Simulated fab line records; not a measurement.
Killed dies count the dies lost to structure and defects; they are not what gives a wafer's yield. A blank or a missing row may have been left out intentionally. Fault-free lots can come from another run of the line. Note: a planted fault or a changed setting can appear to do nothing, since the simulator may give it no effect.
Problem report, 8D (eight disciplines) form, completed by code + flow gf180mcu + the parts of the form that need people (team, actions taken, sign-off) are left out

1. THE ISSUE
Wafers without a fault read 0.716 a.u. with a standard deviation of 0.0049, while oes_product_au at GF_HV_LDD_STRIP_22 averages 0.875 a.u. across 3 wafers of 1 lot. That is +32 standard deviations from the usual mean.
The step: strips in O2/N2.
First observed at day 16 04:28: wafer L321.2, on plasma_asher-02. At this step, 39 wafers from 13 lots have a number in the record. By rule, "out" or "out of limits" means more than 4 standard deviations away from the usual mean. All remaining wafers that have a number are taken as sound.

2. WHAT IT IS, WHAT IT ISN'T
| question                    | is                     | is not                                                                                 |
|-----------------------------|------------------------|----------------------------------------------------------------------------------------|
| which readings at this step | oes_product_au         | heater_power_w, n2_flow_sccm                                                           |
| which lots                  | L321                   | L304, L305, L306, L307, L308, L311, L312, L313, L323, L324, L326, L327                 |
| which wafers of those lots  | all that have a number | -                                                                                      |
| read on which tools         | plasma_asher-02        | plasma_asher-01, plasma_asher-04                                                       |
| when                        | from day 16 04:28      | up to then (24 sound wafers); but 12 sound wafers of L323, L324, L326, L327 came after |

3. WHAT RULES OUT EACH SUSPECT
Counting: a tool at a process step up to the reading stays a suspect if it ran every lot that is out and no sound lot after the first of them.
- plasma_asher-02 at GF_HV_LDD_STRIP_22 (strips in O2/N2): kept. It ran the lot that is out, L321 (day 16 04:28), and no sound lot after that; its last sound lot up to then is L313 (day 14 02:58). Its own oes_product_au readings are out on those wafers.
Left after counting: plasma_asher-02 at GF_HV_LDD_STRIP_22.

4. THE CAUSE (what the simulator had put in)
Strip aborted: plasma_asher-02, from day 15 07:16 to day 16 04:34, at GF_HV_LDD_STRIP_22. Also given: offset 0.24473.
Only this tool survived the counting.

5. SEQUENCE OF EFFECTS, ordered by route
One row per reading whose mean, taken over the struck wafers that have a number, lies over 3 standard deviations from the usual. Only readings whose record carries a usual standard deviation are examined. hours: median over the lots of the time between each lot's start at the first step of this table that gives one and its start at this step. sigmas: the change, counted in usual standard deviations.
| hours | step               | reading        | usual      | on struck wafers | change | sigmas |
|-------|--------------------|----------------|------------|------------------|--------|--------|
| 0     | GF_HV_LDD_STRIP_22 | oes_product_au | 0.716 a.u. | 0.875            | +0.159 | +32    |
It contains these process steps:
- GF_HV_LDD_STRIP_22: strips in O2/N2.
Readings that are blank on the struck wafers while sound wafers have them: strip_time_to_endpoint_s at GF_HV_LDD_STRIP_22.
At these later measuring or inspecting steps, every struck wafer for which the step has a row has a number for every such reading, and none has moved that far: GF_NSD_TW_MEAS_12.

6. HOW IT WOULD HAVE BEEN CAUGHT EARLIER
In this record no reading fell out of limits until day 16 04:28, 21 hours after the fault had begun at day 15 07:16.
